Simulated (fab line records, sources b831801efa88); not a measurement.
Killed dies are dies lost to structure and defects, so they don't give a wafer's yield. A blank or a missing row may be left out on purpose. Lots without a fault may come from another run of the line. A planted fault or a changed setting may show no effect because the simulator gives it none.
Which tool did it? | flow sky130 | 12 lots, 36 wafers sampled, at 5 steps of a route of 708

WHAT THE GAUGES READ, wafer by wafer
The record holds no reading of a measuring or inspecting step that can be judged against a usual standard deviation.

WHICH TOOL RAN EACH LOT (tool, then ch and the chambers of the sampled wafers, then the start)
lot  | SKY_METAL5_SPUTTER_02        | SKY_PASSIVATION_CVD_02          | SKY_PASSIVATION_ETCH_11            | SKY_PASSIVATION_STRIP_12             | SKY_PAD_OPEN_PROBE_99
L179 | pvd_sputter-04, day 43 10:06 | pecvd-01 ch 0,1,2, day 44 09:14 | rie_diel-04 ch 0,2,3, day 45 06:43 | plasma_asher-04 ch 1, day 45 06:49   | prober-01, day 46 05:59
L181 | pvd_sputter-01, day 43 22:02 | pecvd-01 ch 0,1,2, day 44 21:05 | rie_diel-01 ch 1,2, day 45 19:25   | plasma_asher-04 ch 0,1, day 45 19:33 | prober-02, day 46 19:01
L182 | pvd_sputter-01, day 44 07:05 | pecvd-03 ch 0,1, day 45 06:14   | rie_diel-02 ch 0,2,3, day 46 03:01 | plasma_asher-03 ch 0,1, day 46 03:09 | prober-01, day 47 02:44
L185 | pvd_sputter-01, day 44 23:50 | pecvd-03 ch 0,2, day 45 22:30   | rie_diel-01 ch 0,3, day 46 19:20   | plasma_asher-03 ch 0, day 46 19:27   | prober-02, day 47 18:05
L186 | pvd_sputter-04, day 45 01:59 | pecvd-01 ch 0,1,2, day 46 00:05 | rie_diel-04 ch 0,1,3, day 46 21:19 | plasma_asher-03 ch 0,1, day 46 21:25 | prober-01, day 47 19:59
L189 | pvd_sputter-01, day 45 14:55 | pecvd-02 ch 0,1,2, day 46 13:10 | rie_diel-01 ch 0,3, day 47 10:04   | plasma_asher-01 ch 0,1, day 47 10:12 | prober-01, day 48 08:02
L188 | pvd_sputter-03, day 45 16:58 | pecvd-03 ch 0,1,2, day 46 14:58 | rie_diel-02 ch 0,2, day 47 11:07   | plasma_asher-03 ch 0,1, day 47 11:14 | prober-02, day 48 10:40
L196 | pvd_sputter-04, day 47 01:27 | pecvd-01 ch 1,2, day 47 22:11   | rie_diel-02 ch 0,1,2, day 48 17:05 | plasma_asher-04 ch 0, day 48 17:12   | prober-02, day 49 12:57
L198 | pvd_sputter-03, day 47 17:10 | pecvd-01 ch 0,2, day 48 13:02   | rie_diel-04 ch 1,3, day 49 07:20   | plasma_asher-04 ch 1, day 49 07:27   | prober-02, day 50 02:10
L200 | pvd_sputter-01, day 48 07:11 | pecvd-02 ch 0,1,2, day 49 02:46 | rie_diel-04 ch 1,3, day 49 19:52   | plasma_asher-04 ch 0,1, day 49 19:58 | prober-02, day 50 14:23
L201 | pvd_sputter-04, day 48 08:32 | pecvd-01 ch 0,2, day 49 04:04   | rie_diel-02 ch 1,2,3, day 49 21:11 | plasma_asher-01 ch 0,1, day 49 21:18 | prober-01, day 50 15:29
L202 | pvd_sputter-03, day 48 13:10 | pecvd-01 ch 0,1,2, day 49 08:14 | rie_diel-02 ch 0,2,3, day 50 00:32 | plasma_asher-03 ch 0,1, day 50 00:39 | prober-02, day 50 19:03
- SKY_METAL5_SPUTTER_02: material AlCu, target thk 1150 nm, time 61.2 s.
- SKY_PASSIVATION_CVD_02: deposits Si3N4, target thk 540 nm.
- SKY_PASSIVATION_ETCH_11: etches the open film in CF4/O2, stops on AlCu, target depth 725 nm, time 161.1 s.
- SKY_PASSIVATION_STRIP_12: strips in O2/N2.
- SKY_PAD_OPEN_PROBE_99

WHAT THE TOOLS THEMSELVES READ (means of the sampled wafers that have a number; where no wafer has one, the mark that the record gives instead)
SKY_METAL5_SPUTTER_02. Usual: throttle_valve_pct 29.6 %, standard deviation 0.83.
lot  | tool           | throttle_valve_pct (%) | flag
L179 | pvd_sputter-04 | 29.9                   |
L181 | pvd_sputter-01 | 29.6                   |
L182 | pvd_sputter-01 | 29.6                   |
L185 | pvd_sputter-01 | 29.6                   |
L186 | pvd_sputter-04 | 29.5                   |
L189 | pvd_sputter-01 | 29.8                   |
L188 | pvd_sputter-03 | 29.7                   |
L196 | pvd_sputter-04 | 29.9                   |
L198 | pvd_sputter-03 | 28.4                   |
L200 | pvd_sputter-01 | 29.8                   |
L201 | pvd_sputter-04 | 29.5                   |
L202 | pvd_sputter-03 | 29.2                   |

SKY_PASSIVATION_CVD_02. Usual: heater_power_w 738 W, standard deviation 88.
lot  | tool     | heater_power_w (W) | flag
L179 | pecvd-01 | 709                |
L181 | pecvd-01 | 701                |
L182 | pecvd-03 | 706                |
L185 | pecvd-03 | 630                |
L186 | pecvd-01 | 680                |
L189 | pecvd-02 | 785                |
L188 | pecvd-03 | 693                |
L196 | pecvd-01 | 703                |
L198 | pecvd-01 | 737                |
L200 | pecvd-02 | 771                |
L201 | pecvd-01 | 768                |
L202 | pecvd-01 | 703                |

SKY_PASSIVATION_ETCH_11. Usual: O2_flow_sccm 10.00 sccm, standard deviation 0.031; drypump_motor_current_A 5.8 A, standard deviation 0.34; oes_product_au 0.977 a.u., standard deviation 0.0073; throttle_valve_pct 5.964 %, standard deviation 0.0097.
lot  | tool        | O2_flow_sccm (sccm) | drypump_motor_current_A (A) | oes_product_au (a.u.) | throttle_valve_pct (%) | flag
L179 | rie_diel-04 | 10.01               | 5.5                         | 0.978                 | 5.961                  |
L181 | rie_diel-01 | 10.00               | 5.9                         | 0.978                 | 5.965                  |
L182 | rie_diel-02 | 9.97                | 6.1                         | 0.982                 | 5.971                  |
L185 | rie_diel-01 | 9.99                | 6.1                         | 0.977                 | 5.967                  |
L186 | rie_diel-04 | 10.00               | 5.5                         | 0.974                 | 5.964                  |
L189 | rie_diel-01 | 9.98                | 6.1                         | 0.985                 | 5.959                  |
L188 | rie_diel-02 | 10.02               | 6.1                         | 0.969                 | 5.958                  |
L196 | rie_diel-02 | 10.02               | 5.8                         | 0.979                 | 5.963                  |
L198 | rie_diel-04 | 10.01               | 5.5                         | 0.979                 | 5.968                  |
L200 | rie_diel-04 | 10.00               | 5.5                         | 0.966                 | 5.969                  |
L201 | rie_diel-02 | 10.02               | 5.8                         | 0.978                 | 5.976                  |
L202 | rie_diel-02 | 10.00               | 6.0                         | 0.975                 | 5.965                  |

SKY_PASSIVATION_STRIP_12. Usual: drypump_motor_current_A 5.60 A, standard deviation 0.28; oes_product_au 0.661 a.u., standard deviation 0.0043; strip_time_to_endpoint_s 31.59 s, standard deviation 0.14.
lot  | tool            | drypump_motor_current_A (A) | oes_product_au (a.u.) | strip_time_to_endpoint_s (s) | flag
L179 | plasma_asher-04 | 5.92                        | 0.662                 | 31.58                        |
L181 | plasma_asher-04 | 5.74                        | 0.661                 | 31.74                        |
L182 | plasma_asher-03 | 5.38                        | 0.658                 | 31.60                        |
L185 | plasma_asher-03 | 5.13                        | 0.665                 | 31.47                        |
L186 | plasma_asher-03 | 5.37                        | 0.664                 | 31.74                        |
L189 | plasma_asher-01 | 5.69                        | 0.660                 | 31.60                        |
L188 | plasma_asher-03 | 5.39                        | 0.661                 | 31.68                        |
L196 | plasma_asher-04 | 5.40                        | 0.658                 | 31.58                        |
L198 | plasma_asher-04 | 5.91                        | 0.664                 | 31.52                        |
L200 | plasma_asher-04 | 5.57                        | 0.659                 | 31.60                        |
L201 | plasma_asher-01 | 5.66                        | 0.659                 | 31.63                        |
L202 | plasma_asher-03 | 5.62                        | 0.661                 | 31.65                        |

SKY_PAD_OPEN_PROBE_99. Usual: defect_limited_yield 82.5 %, standard deviation 1.7; killed_at_M0_to_M3 43, standard deviation 6.1; killed_at_M4_up 3.5, standard deviation 2; killed_at_contacts 25, standard deviation 5.1; killed_at_front_end 14, standard deviation 4.2; killed_at_other 0.3, standard deviation 0.55; killed_dies 86, standard deviation 8.3; killed_open 46, standard deviation 7.2; killed_short 39, standard deviation 6; sort_bin_3_pad_short 0.9 %, standard deviation 0.42; sort_bin_5_function 10.3 %, standard deviation 1.4; sort_bin_6_memory 6.3 %, standard deviation 1.1; sort_n_pass 406, standard deviation 8.3; sort_yield_pct 82.5 %, standard deviation 1.7.
lot  | tool      | defect_limited_yield (%) | killed_at_M0_to_M3 | killed_at_M4_up | killed_at_contacts | killed_at_front_end | killed_at_other | killed_dies | killed_open | killed_short | sort_bin_3_pad_short (%) | sort_bin_5_function (%) | sort_bin_6_memory (%) | sort_n_pass | sort_yield_pct (%) | flag
L179 | prober-01 | 83.8                     | 43                 | 2.7             | 24                 | 10                  | 0.0             | 80          | 46          | 34           | 0.4                      | 10.2                    | 5.6                   | 412         | 83.8               |
L181 | prober-02 | 81.6                     | 49                 | 2.7             | 25                 | 13                  | 0.7             | 90          | 49          | 42           | 0.7                      | 11.1                    | 6.6                   | 402         | 81.6               |
L182 | prober-01 | 81.2                     | 48                 | 4.0             | 25                 | 15                  | 0.0             | 92          | 49          | 43           | 1.3                      | 10.9                    | 6.6                   | 400         | 81.2               |
L185 | prober-02 | 79.0                     | 38                 | 4.3             | 27                 | 10                  | 24.3            | 103         | 44          | 35           | 1.5                      | 13.6                    | 5.9                   | 389         | 79.0               | OFF
L186 | prober-01 | 82.5                     | 43                 | 3.3             | 23                 | 16                  | 0.3             | 86          | 42          | 44           | 1.3                      | 9.7                     | 6.4                   | 406         | 82.5               |
L189 | prober-01 | 81.4                     | 44                 | 3.0             | 24                 | 10                  | 10.7            | 91          | 45          | 35           | 1.9                      | 10.9                    | 5.8                   | 401         | 81.4               | OFF
L188 | prober-02 | 81.5                     | 43                 | 4.0             | 22                 | 22                  | 0.0             | 91          | 48          | 42           | 0.9                      | 11.4                    | 6.2                   | 401         | 81.5               |
L196 | prober-02 | 83.6                     | 41                 | 4.3             | 21                 | 15                  | 0.0             | 81          | 43          | 37           | 0.6                      | 9.7                     | 6.1                   | 411         | 83.6               |
L198 | prober-02 | 80.2                     | 50                 | 3.3             | 23                 | 21                  | 0.0             | 97          | 49          | 48           | 1.1                      | 11.8                    | 6.9                   | 395         | 80.2               |
L200 | prober-02 | 83.1                     | 47                 | 1.0             | 24                 | 11                  | 0.3             | 83          | 45          | 38           | 0.8                      | 9.9                     | 6.2                   | 409         | 83.1               |
L201 | prober-01 | 83.4                     | 44                 | 3.0             | 21                 | 13                  | 0.0             | 82          | 39          | 42           | 0.9                      | 9.8                     | 5.9                   | 410         | 83.4               |
L202 | prober-02 | 83.6                     | 45                 | 4.0             | 20                 | 12                  | 0.0             | 81          | 46          | 34           | 0.7                      | 9.3                     | 6.4                   | 411         | 83.6               |

THE ANSWER, worked out from the rows above alone
Rule: a lot is off if the mean of its wafers that have a number lies more than 3 standard deviations from the usual mean. A lot without any number at a reading at which 4 lots or more have one is off too. The other lots that the step has rows for count as sound. The gauges are gone through in route order, then the tools' own readings, and for those a lot's mean is taken as printed above. The first step at which some lot is off is used, and at that step the reading that is off furthest; a lot without a number counts as furthest.
Off: L185, L189, at SKY_PAD_OPEN_PROBE_99 (killed_at_other).
A tool fits if, at that step or a process step before it, it ran every lot that is off, and no sound lot after the first of them. One fits: rie_diel-01 at SKY_PASSIVATION_ETCH_11. Its last sound lot is L181 (day 45 19:25), its first lot that is off L185 (day 46 19:20): a fault that began between those two fits.

WHAT THE SIMULATOR HAD PUT IN
Chamber particle source: rie_diel-01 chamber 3, from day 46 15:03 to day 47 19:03, at SKY_PASSIVATION_ETCH_11. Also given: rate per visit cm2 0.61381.
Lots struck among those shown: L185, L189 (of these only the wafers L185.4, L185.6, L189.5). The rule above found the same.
